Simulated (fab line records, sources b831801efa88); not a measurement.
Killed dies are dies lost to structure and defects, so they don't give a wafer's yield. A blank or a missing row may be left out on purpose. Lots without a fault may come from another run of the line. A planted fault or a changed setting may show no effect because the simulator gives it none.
Which tool did it? | flow sky130 | 6 lots, 18 wafers sampled, at 1 step of a route of 708

WHAT THE GAUGES READ, wafer by wafer
SKY_CAPM_THK_MEAS_04: measures by xrf.
lot  | measured     | on            | CAPM_TIN_THK (nm)
L117 | day 36 17:41 | film_metro-03 | 200 202 200
L119 | day 37 20:02 | film_metro-04 | 202 203 207
L123 | day 38 15:52 | film_metro-04 | 200 204 199
L128 | day 40 09:31 | film_metro-02 | 206 205 202
L133 | day 41 18:52 | film_metro-04 | 201 202 203
L135 | day 43 01:46 | film_metro-03 | 203 202 205

WHICH TOOL RAN EACH LOT (tool, then ch and the chambers of the sampled wafers, then the start)
The record holds no process step before these readings.

THE ANSWER, worked out from the rows above alone
Rule: what is usual is taken from the lots themselves. Put in order of their means at a reading, lots are off if they are a third of the lots or fewer, leave a main group of 4 or more, and stand apart from it by a gap of 3 or more times the standard deviation of the main group's means; of several such gaps the widest counts. A main group whose means are all the same, to the digits that the tables above print for the reading, isn't used. A lot without any number at a reading at which 4 lots or more have one is off too. The other lots that the step has rows for count as sound.
No lot is off at any reading shown: from this, nothing can be told.

WHAT THE SIMULATOR HAD PUT IN
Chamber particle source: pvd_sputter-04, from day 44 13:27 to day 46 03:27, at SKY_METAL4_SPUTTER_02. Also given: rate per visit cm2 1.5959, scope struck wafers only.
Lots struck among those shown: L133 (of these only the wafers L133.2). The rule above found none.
